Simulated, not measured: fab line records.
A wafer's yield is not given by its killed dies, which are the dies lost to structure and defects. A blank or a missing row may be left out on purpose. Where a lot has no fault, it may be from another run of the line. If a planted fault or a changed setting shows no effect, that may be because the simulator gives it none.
Which tool was responsible? :: flow gf180mcu :: 72 wafers from 24 lots sampled at 4 of the route's 602 steps

== WHAT EACH GAUGE READ, for each wafer ==
GF_M4_THK_MEAS_06: measures by xrf.
lot: L074
measured: day 22 09:59
on: film_metro-03
M4_ALCU_THK (nm): 452 453 458

lot: L075
measured: day 22 16:02
on: film_metro-01
M4_ALCU_THK (nm): 451 449 455

lot: L076
measured: day 23 05:49
on: film_metro-01
M4_ALCU_THK (nm): 454 456 458

lot: L077
measured: day 23 13:07
on: film_metro-03
M4_ALCU_THK (nm): 453 450 450

lot: L078
measured: day 23 20:42
on: film_metro-03
M4_ALCU_THK (nm): 456 457 456

lot: L079
measured: day 24 14:30
on: film_metro-03
M4_ALCU_THK (nm): 448 435 440

lot: L080
measured: day 24 21:13
on: film_metro-01
M4_ALCU_THK (nm): 447 446 445

lot: L081
measured: day 24 23:07
on: film_metro-03
M4_ALCU_THK (nm): 445 449 450

lot: L082
measured: day 25 09:46
on: film_metro-03
M4_ALCU_THK (nm): 450 442 445

lot: L083
measured: day 25 13:47
on: film_metro-03
M4_ALCU_THK (nm): 445 440 445

lot: L084
measured: day 26 00:29
on: film_metro-04
M4_ALCU_THK (nm): 440 441 444

lot: L085
measured: day 26 05:11
on: film_metro-04
M4_ALCU_THK (nm): 455 452 459

lot: L086
measured: day 26 10:32
on: film_metro-04
M4_ALCU_THK (nm): 447 446 444

lot: L087
measured: day 27 03:51
on: film_metro-03
M4_ALCU_THK (nm): 442 445 430

lot: L088
measured: day 27 06:58
on: film_metro-01
M4_ALCU_THK (nm): 442 451 444

lot: L089
measured: day 27 13:09
on: film_metro-04
M4_ALCU_THK (nm): 440 440 443

lot: L090
measured: day 27 17:31
on: film_metro-03
M4_ALCU_THK (nm): 440 437 441

lot: L091
measured: day 28 04:05
on: film_metro-03
M4_ALCU_THK (nm): 448 449 444

lot: L092
measured: day 28 15:47
on: film_metro-03
M4_ALCU_THK (nm): 455 455 448

lot: L093
measured: day 28 23:09
on: film_metro-03
M4_ALCU_THK (nm): 450 452 446

lot: L094
measured: day 29 04:43
on: film_metro-04
M4_ALCU_THK (nm): 454 455 456

lot: L095
measured: day 29 08:08
on: film_metro-04
M4_ALCU_THK (nm): 438 446 452

lot: L097
measured: day 29 20:55
on: film_metro-04
M4_ALCU_THK (nm): 443 444 431

lot: L096
measured: day 29 23:34
on: film_metro-03
M4_ALCU_THK (nm): 449 460 447

GF_V5_BOW_MEAS_05.
lot: L074
measured: day 26 06:49
on: film_metro-01
V5_BOW (um): 141 142 138

lot: L075
measured: day 26 12:48
on: film_metro-03
V5_BOW (um): 130 135 132

lot: L076
measured: day 27 00:56
on: film_metro-03
V5_BOW (um): 128 117 129

lot: L077
measured: day 27 07:58
on: film_metro-03
V5_BOW (um): 144 147 149

lot: L078
measured: day 27 14:23
on: film_metro-01
V5_BOW (um): 141 138 140

lot: L079
measured: day 28 07:08
on: film_metro-03
V5_BOW (um): 132 138 135

lot: L080
measured: day 28 12:06
on: film_metro-01
V5_BOW (um): 155 157 153

lot: L081
measured: day 28 13:47
on: film_metro-03
V5_BOW (um): 134 135 141

lot: L082
measured: day 29 00:19
on: film_metro-01
V5_BOW (um): 142 118 134

lot: L083
measured: day 29 04:06
on: film_metro-03
V5_BOW (um): 143 142 141

lot: L084
measured: day 29 12:59
on: film_metro-03
V5_BOW (um): 113 123 126

lot: L085
measured: day 29 16:55
on: film_metro-03
V5_BOW (um): 117 120 133

lot: L086
measured: day 29 22:16
on: film_metro-02
V5_BOW (um): 145 152 141

lot: L087
measured: day 30 14:30
on: film_metro-01
V5_BOW (um): 128 133 135

lot: L088
measured: day 30 16:13
on: film_metro-02
V5_BOW (um): 158 152 157

lot: L089
measured: day 30 21:23
on: film_metro-03
V5_BOW (um): 134 126 140

lot: L090
measured: day 31 00:35
on: film_metro-03
V5_BOW (um): 134 132 126

lot: L091
measured: day 31 11:49
on: film_metro-02
V5_BOW (um): 134 129 131

lot: L092
measured: day 31 21:16
on: film_metro-03
V5_BOW (um): 138 143 134

lot: L093
measured: day 32 03:12
on: film_metro-01
V5_BOW (um): 136 145 135

lot: L094
measured: day 32 09:41
on: film_metro-01
V5_BOW (um): 129 124 123

lot: L095
measured: day 32 11:54
on: film_metro-01
V5_BOW (um): 136 122 132

lot: L097
measured: day 32 23:58
on: film_metro-03
V5_BOW (um): 130 143 142

lot: L096
measured: day 33 01:19
on: film_metro-03
V5_BOW (um): 132 139 122

== TOOL THAT RAN EACH LOT (tool first, then ch and the chambers of the sampled wafers, then the start) ==
lot: L074
GF_V3_CVD_02: pecvd-04 ch 0,1,2, day 21 07:16
GF_V4_ETCH_17: rie_diel-04 ch 0,2, day 26 06:49 or earlier

lot: L075
GF_V3_CVD_02: pecvd-01 ch 0,1,2, day 21 14:32
GF_V4_ETCH_17: rie_diel-03 ch 0,1,2, day 26 12:48 or earlier

lot: L076
GF_V3_CVD_02: pecvd-01 ch 0,1, day 22 04:46
GF_V4_ETCH_17: rie_diel-04 ch 0,2,3, day 27 00:56 or earlier

lot: L077
GF_V3_CVD_02: pecvd-01 ch 0,1,2, day 22 12:07
GF_V4_ETCH_17: rie_diel-04 ch 1,2, day 27 07:58 or earlier

lot: L078
GF_V3_CVD_02: pecvd-03 ch 0,1,2, day 22 19:35
GF_V4_ETCH_17: rie_diel-03 ch 1,2, day 27 14:23 or earlier

lot: L079
GF_V3_CVD_02: pecvd-01 ch 1,2, day 23 13:03
GF_V4_ETCH_17: rie_diel-04 ch 0,2,3, day 28 07:08 or earlier

lot: L080
GF_V3_CVD_02: pecvd-04 ch 0,1, day 23 19:56
GF_V4_ETCH_17: rie_diel-02 ch 0,1,3, day 28 12:06 or earlier

lot: L081
GF_V3_CVD_02: pecvd-01 ch 0,1,2, day 23 23:14
GF_V4_ETCH_17: rie_diel-03 ch 2,3, day 28 13:47 or earlier

lot: L082
GF_V3_CVD_02: pecvd-01 ch 0,1, day 24 10:10
GF_V4_ETCH_17: rie_diel-04 ch 0,1, day 29 00:19 or earlier

lot: L083
GF_V3_CVD_02: pecvd-04 ch 0,1, day 24 13:53
GF_V4_ETCH_17: rie_diel-04 ch 0,1,3, day 29 04:06 or earlier

lot: L084
GF_V3_CVD_02: pecvd-01 ch 1,2, day 25 00:38
GF_V4_ETCH_17: rie_diel-03 ch 0,2,3, day 29 12:59 or earlier

lot: L085
GF_V3_CVD_02: pecvd-04 ch 0,1,2, day 25 06:22
GF_V4_ETCH_17: rie_diel-03 ch 1,2, day 29 16:55 or earlier

lot: L086
GF_V3_CVD_02: pecvd-03 ch 0, day 25 11:29
GF_V4_ETCH_17: rie_diel-02 ch 0,1,2, day 29 22:16 or earlier

lot: L087
GF_V3_CVD_02: pecvd-03 ch 0,1,2, day 26 04:38
GF_V4_ETCH_17: rie_diel-02 ch 0,2,3, day 30 14:30 or earlier

lot: L088
GF_V3_CVD_02: pecvd-01 ch 0,1,2, day 26 07:44
GF_V4_ETCH_17: rie_diel-02 ch 0,3, day 30 16:13 or earlier

lot: L089
GF_V3_CVD_02: pecvd-03 ch 0,2, day 26 14:32
GF_V4_ETCH_17: rie_diel-03 ch 0,3, day 30 21:23 or earlier

lot: L090
GF_V3_CVD_02: pecvd-04 ch 0,2, day 26 18:57
GF_V4_ETCH_17: rie_diel-04 ch 1,2,3, day 31 00:35 or earlier

lot: L091
GF_V3_CVD_02: pecvd-01 ch 0,1,2, day 27 05:15
GF_V4_ETCH_17: rie_diel-02 ch 1,2,3, day 31 11:49 or earlier

lot: L092
GF_V3_CVD_02: pecvd-04 ch 0,1, day 27 18:02
GF_V4_ETCH_17: rie_diel-02 ch 1,2,3, day 31 21:16 or earlier

lot: L093
GF_V3_CVD_02: pecvd-03 ch 1,2, day 28 01:11
GF_V4_ETCH_17: rie_diel-03 ch 1,2, day 32 03:12 or earlier

lot: L094
GF_V3_CVD_02: pecvd-01 ch 0,2, day 28 06:47
GF_V4_ETCH_17: rie_diel-03 ch 2,3, day 32 09:41 or earlier

lot: L095
GF_V3_CVD_02: pecvd-03 ch 0,1,2, day 28 09:46
GF_V4_ETCH_17: rie_diel-02 ch 0,2,3, day 32 11:54 or earlier

lot: L097
GF_V3_CVD_02: pecvd-01 ch 0,1,2, day 29 00:19
GF_V4_ETCH_17: rie_diel-04 ch 1,2,3, day 32 23:58 or earlier

lot: L096
GF_V3_CVD_02: pecvd-01 ch 0,2, day 29 01:56
GF_V4_ETCH_17: rie_diel-03 ch 0,1,3, day 33 01:19 or earlier
- GF_V3_CVD_02: deposits SiO2 from TEOS, target thk 850 nm, time 94.851 s.
- GF_V4_ETCH_17: etches SiO2 in C4F8/O2/Ar, stops on TiN, target depth 630 nm.

== WHAT THE TOOLS THEMSELVES READ (means of the sampled wafers that have a number; where no wafer has one, the mark that the record gives instead) ==
GF_V3_CVD_02.
lot: L074
tool: pecvd-04
heater_power_w (W): 701

lot: L075
tool: pecvd-01
heater_power_w (W): 610

lot: L076
tool: pecvd-01
heater_power_w (W): 584

lot: L077
tool: pecvd-01
heater_power_w (W): 593

lot: L078
tool: pecvd-03
heater_power_w (W): 630

lot: L079
tool: pecvd-01
heater_power_w (W): 593

lot: L080
tool: pecvd-04
heater_power_w (W): 651

lot: L081
tool: pecvd-01
heater_power_w (W): 615

lot: L082
tool: pecvd-01
heater_power_w (W): 586

lot: L083
tool: pecvd-04
heater_power_w (W): 704

lot: L084
tool: pecvd-01
heater_power_w (W): 632

lot: L085
tool: pecvd-04
heater_power_w (W): 651

lot: L086
tool: pecvd-03
heater_power_w (W): 476

lot: L087
tool: pecvd-03
heater_power_w (W): 618

lot: L088
tool: pecvd-01
heater_power_w (W): 597

lot: L089
tool: pecvd-03
heater_power_w (W): 629

lot: L090
tool: pecvd-04
heater_power_w (W): 652

lot: L091
tool: pecvd-01
heater_power_w (W): 619

lot: L092
tool: pecvd-04
heater_power_w (W): 714

lot: L093
tool: pecvd-03
heater_power_w (W): 691

lot: L094
tool: pecvd-01
heater_power_w (W): 660

lot: L095
tool: pecvd-03
heater_power_w (W): 635

lot: L097
tool: pecvd-01
heater_power_w (W): 595

lot: L096
tool: pecvd-01
heater_power_w (W): 608

GF_V4_ETCH_17.
lot: L074
tool: rie_diel-04
bias_w (W): 1198
chamber_pressure_mTorr (mTorr): 40.01
oes_product_au (a.u.): 0.855

lot: L075
tool: rie_diel-03
bias_w (W): 1201
chamber_pressure_mTorr (mTorr): 40.01
oes_product_au (a.u.): 0.854

lot: L076
tool: rie_diel-04
bias_w (W): 1199
chamber_pressure_mTorr (mTorr): 39.99
oes_product_au (a.u.): 0.859

lot: L077
tool: rie_diel-04
bias_w (W): 1201
chamber_pressure_mTorr (mTorr): 39.97
oes_product_au (a.u.): 0.856

lot: L078
tool: rie_diel-03
bias_w (W): 1197
chamber_pressure_mTorr (mTorr): 39.99
oes_product_au (a.u.): 0.857

lot: L079
tool: rie_diel-04
bias_w (W): 1200
chamber_pressure_mTorr (mTorr): 40.01
oes_product_au (a.u.): 0.853

lot: L080
tool: rie_diel-02
bias_w (W): 1200
chamber_pressure_mTorr (mTorr): 40.02
oes_product_au (a.u.): 0.856

lot: L081
tool: rie_diel-03
bias_w (W): 1200
chamber_pressure_mTorr (mTorr): 40.04
oes_product_au (a.u.): 0.855

lot: L082
tool: rie_diel-04
bias_w (W): 1199
chamber_pressure_mTorr (mTorr): 40.02
oes_product_au (a.u.): 0.852

lot: L083
tool: rie_diel-04
bias_w (W): 1203
chamber_pressure_mTorr (mTorr): 39.98
oes_product_au (a.u.): 0.856

lot: L084
tool: rie_diel-03
bias_w (W): 1199
chamber_pressure_mTorr (mTorr): 40.00
oes_product_au (a.u.): 0.853

lot: L085
tool: rie_diel-03
bias_w (W): 1200
chamber_pressure_mTorr (mTorr): 39.98
oes_product_au (a.u.): 0.856

lot: L086
tool: rie_diel-02
bias_w (W): 1201
chamber_pressure_mTorr (mTorr): 39.99
oes_product_au (a.u.): 0.855

lot: L087
tool: rie_diel-02
bias_w (W): 1201
chamber_pressure_mTorr (mTorr): 40.00
oes_product_au (a.u.): 0.855

lot: L088
tool: rie_diel-02
bias_w (W): 1202
chamber_pressure_mTorr (mTorr): 40.02
oes_product_au (a.u.): 0.854

lot: L089
tool: rie_diel-03
bias_w (W): 1200
chamber_pressure_mTorr (mTorr): 39.96
oes_product_au (a.u.): 0.856

lot: L090
tool: rie_diel-04
bias_w (W): 1204
chamber_pressure_mTorr (mTorr): 40.01
oes_product_au (a.u.): 0.852

lot: L091
tool: rie_diel-02
bias_w (W): 1200
chamber_pressure_mTorr (mTorr): 40.02
oes_product_au (a.u.): 0.855

lot: L092
tool: rie_diel-02
bias_w (W): 1199
chamber_pressure_mTorr (mTorr): 39.98
oes_product_au (a.u.): 0.856

lot: L093
tool: rie_diel-03
bias_w (W): 1202
chamber_pressure_mTorr (mTorr): 40.01
oes_product_au (a.u.): 0.855

lot: L094
tool: rie_diel-03
bias_w (W): 1198
chamber_pressure_mTorr (mTorr): 40.04
oes_product_au (a.u.): 0.857

lot: L095
tool: rie_diel-02
bias_w (W): 1199
chamber_pressure_mTorr (mTorr): 39.97
oes_product_au (a.u.): 0.857

lot: L097
tool: rie_diel-04
bias_w (W): 1199
chamber_pressure_mTorr (mTorr): 39.95
oes_product_au (a.u.): 0.854

lot: L096
tool: rie_diel-03
bias_w (W): 1198
chamber_pressure_mTorr (mTorr): 40.02
oes_product_au (a.u.): 0.856

== THE ANSWER, worked out from the rows above alone ==
Rule: the lots themselves supply what counts as usual. Put in order of their means at a reading, lots are off if they are a third of the lots or fewer, leave a main group of 4 or more, and stand apart from it by a gap of 3 or more times the standard deviation of the main group's means; of several such gaps the widest counts. A main group is skipped when, at the precision printed for the reading in the tables above, its means are all equal. A lot without any number at a reading at which 4 lots or more have one is off too. Any other lot the step has rows for is counted as sound. First the gauges in route order, then the tools' own readings, where a lot's mean is used as printed above. The first step at which some lot is off is used, and at that step the reading that is off furthest; a lot without a number counts as furthest.
No lot is off on any of the readings shown, so nothing can be concluded from this.

== WHAT HAD BEEN PUT IN BY THE SIMULATOR ==
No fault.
